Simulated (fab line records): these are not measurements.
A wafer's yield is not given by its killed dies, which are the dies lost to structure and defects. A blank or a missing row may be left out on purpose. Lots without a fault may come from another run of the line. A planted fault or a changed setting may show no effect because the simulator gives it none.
A lot that was struck, set against a sound lot || flow gf180mcu || 24 out of 602 route steps
Sound: these wafers, L395.2, L395.3, L395.5. Struck: wafers L411.3, L411.4. (L411.5 of the same lot was not struck and is left out.) The cause comes at the end.
Each step with rows lists, per side, the tool, then ch with its chambers, then its first start. Under that, the readings that differ: sound wafers || struck wafers || difference of the means || sigmas: that difference in standard deviations of wafers without a fault.
alike: readings whose means differ by less than 2 such deviations, and words and numbers that are the same on both sides. not compared: withheld readings, readings that some wafer has no value for, bounds like >300 that may hide the same value, and numbers for which the record gives no deviation and whose values overlap.
The two part at a step that has a row with sigmas, a row that says differs or no value, or rows on one side only. Numbers that have no deviation but don't overlap get no sigmas and don't part them. Lack of a reading on every wafer of one side parts them only where that side has two or more wafers.

GF_M5_STRIP_11: strips in O2/N2.
  sound on plasma-asher-01 ch 0,1, day 28 18:47; struck on plasma-asher-02 ch 0,1, day 33 05:29
{"reading": "oes-product-au (a.u.)", "sound": "0.515 0.520 0.515", "struck": "0.535 0.525", "difference": "+0.013", "sigmas": "+3"}
  alike: drypump-motor-current-A, heater-power-w, n2-flow-sccm, strip-time-to-endpoint-s
  not compared: rf-hours-counter-h
then, 3 steps without rows for these wafers: GF_M5_STRIP_12 (strips in post etch residue remover, time 1200 s); GF_M5_CLEAN_13 (cleans in DIW); GF_V5_CVD_00 (deposits SiO2, target thk 300 nm, time 50 s).
GF_V5_THK_MEAS_01:
  struck on film-metro-01, day 33 06:02; sound on film-metro-02, day 28 19:23
  alike: V5_CVD_00_THK
GF_V5_CVD_02: deposits SiO2 from TEOS, target thk 1450 nm, time 163.28 s.
  sound on pecvd-01 ch 1,2, day 28 19:26; struck on pecvd-04 ch 1, day 33 06:05
  alike: heater-power-w
GF_V5_THK_MEAS_03:
  struck on film-metro-01, day 33 06:13; sound on film-metro-03, day 28 19:33
  alike: V5_CVD_02_THK
GF_V5_CMP_04: polishes SiO2.
  sound on cmp-01 ch 1,2,3, day 28 19:36; struck on cmp-02 ch 0,2, day 33 06:15
  alike: edge-zone-pressure-frac, motor-current-A
GF_V5_BOW_MEAS_05:
  struck on film-metro-01, day 33 06:35; sound on film-metro-01, day 28 19:55
  alike: V5_BOW
then, 3 steps without rows for these wafers: GF_V5_DEHYDRATE_06 (time 60 s); GF_V5_HMDS_07 (prime time 60 s); GF_V5_COAT_08.
GF_V5_COAT_09: resist thk 1000 nm.
  sound on litho-track-03 ch 0, day 29 06:00; struck on litho-track-04 ch 0, day 33 14:00
{"reading": "model.KrF_of_V5_COAT_09.thk-nm (nm)", "sound": "997.2 997.8 997.4", "struck": "1109 1108", "difference": "+111", "sigmas": ""}
then, 3 steps without rows for these wafers: GF_V5_SOFTBAKE_10 (time 60 s); GF_V5_EXPOSE_11 (exposes mask Via5, target cd 260 nm); GF_V5_PEB_12 (peb time 90 s).
GF_V5_DEVELOP_13: develop time 60 s.
  sound on litho-track-03 ch 0, day 29 14:55; struck on litho-track-03 ch 0, day 33 22:14
{"reading": "model.KrF_of_V5_COAT_09.thk-nm (nm)", "sound": "982.3 982.9 982.5", "struck": "1094 1093", "difference": "+111", "sigmas": ""}
GF_V5_CD_MEAS_14 targets a cd of 260 nm.
  struck on cd-sem-02, day 33 22:22; sound on cd-sem-02, day 29 15:03
{"reading": "cd-nm (nm)", "sound": "261.0 259.8 260.2", "struck": "255.3 256.2", "difference": -4.6, "sigmas": -3}
GF_V5_OVL_MEAS_15:
  struck on overlay-01, day 33 22:28; sound on overlay-02, day 29 15:10
  alike: V5_OVL
GF_V5_ETCH_16: etches BARC in N2/H2.
  sound on rie-diel-03 ch 0,2, day 29 15:11; struck on rie-diel-02 ch 2,3, day 33 22:29
{"reading": "model.V5.cd-nm (nm)", "sound": "261.3 260 260.5", "struck": "255.7 256.6", "difference": -4.5, "sigmas": ""}
  alike: drypump-motor-current-A, h2-flow-sccm, n2-flow-sccm, oes-product-au, throttle-valve-pct
GF_V5_ETCH_17: etches SiO2 in C4F8/O2/Ar, stops on TiN, target depth 855 nm.
  sound on rie-diel-03 ch 0,2; struck on rie-diel-02 ch 2,3
{"reading": "model.V5.cd-nm (nm)", "sound": "260 259.5 259.5", "struck": "254.9 256.7", "difference": -3.9, "sigmas": ""}
  alike: oes-product-au
GF_V5_STRIP_18: strips in O2/N2.
  sound on plasma-asher-04 ch 1, day 29 15:20; struck on plasma-asher-01 ch 0,1, day 33 22:41
{"reading": "oes-product-au (a.u.)", "sound": "0.569 0.575 0.569", "struck": "0.612 0.608", "difference": "+0.039", "sigmas": "+7"}
  alike: drypump-motor-current-A, heater-power-w, n2-flow-sccm
  not compared: rf-hours-counter-h
then, 1 step without rows for these wafers: GF_V5_STRIP_19 (strips in post etch residue remover, time 1200 s).
GF_PASSIVATION_PROBE_99:
  the record holds rows for the sound wafers here (prober-01, day 31 09:38) but none for the struck ones

WHERE THEY PART
First at GF_M5_STRIP_11; last, within this record, at GF_PASSIVATION_PROBE_99.

WHY: the cause the simulator had injected
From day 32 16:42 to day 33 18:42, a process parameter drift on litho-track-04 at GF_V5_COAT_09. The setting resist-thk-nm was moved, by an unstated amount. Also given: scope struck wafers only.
